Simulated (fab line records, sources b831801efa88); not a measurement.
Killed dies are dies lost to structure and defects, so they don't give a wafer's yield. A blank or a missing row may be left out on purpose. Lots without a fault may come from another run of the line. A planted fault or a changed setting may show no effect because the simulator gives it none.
Which tool did it? | flow sfq_line | 7 lots, 21 wafers sampled, at 2 steps of a route of 325

WHAT THE GAUGES READ, wafer by wafer
SFQ_L0_RS_MEAS_901: measures by four-point-probe.
lot  | measured    | on            | L0_MONX_KI_RS (ohm/sq)
L411 | day 1 17:34 | film_metro-01 | 43.5 43.1 43.9
L414 | day 2 08:34 | film_metro-03 | 44.3 43.7 44.4
L416 | day 2 18:35 | film_metro-02 | 43.5 43.6 44.2
L419 | day 3 09:36 | film_metro-01 | 42.6 43.2 43.1
L428 | day 5 06:35 | film_metro-01 | 43.1 43.3 44.1
L430 | day 5 16:35 | film_metro-01 | 47.0 44.2 43.3 47.0 44.1 43.3
L432 | day 6 02:34 | film_metro-01 | 43.9 44.7 43.1

WHICH TOOL RAN EACH LOT (tool, then ch and the chambers of the sampled wafers, then the start)
lot  | SFQ_TRILAYER_L0_DEP_SPUTTER_003
L411 | pvd_sputter-04, day 1 17:29
L414 | pvd_sputter-04, day 2 08:29
L416 | pvd_sputter-03, day 2 18:29
L419 | pvd_sputter-03, day 3 09:29
L428 | pvd_sputter-03, day 5 06:29
L430 | pvd_sputter-03, day 5 16:29
L432 | pvd_sputter-04, day 6 02:29
- SFQ_TRILAYER_L0_DEP_SPUTTER_003: material MoNx KI, target thk 40 nm, time 100 s.

THE ANSWER, worked out from the rows above alone
Rule: what is usual is taken from the lots themselves. Put in order of their means at a reading, lots are off if they are a third of the lots or fewer, leave a main group of 4 or more, and stand apart from it by a gap of 3 or more times the standard deviation of the main group's means; of several such gaps the widest counts. A main group whose means are all the same, to the digits that the tables above print for the reading, isn't used. A lot without any number at a reading at which 4 lots or more have one is off too. The other lots that the step has rows for count as sound.
No lot is off at any reading shown: from this, nothing can be told.

WHAT THE SIMULATOR HAD PUT IN
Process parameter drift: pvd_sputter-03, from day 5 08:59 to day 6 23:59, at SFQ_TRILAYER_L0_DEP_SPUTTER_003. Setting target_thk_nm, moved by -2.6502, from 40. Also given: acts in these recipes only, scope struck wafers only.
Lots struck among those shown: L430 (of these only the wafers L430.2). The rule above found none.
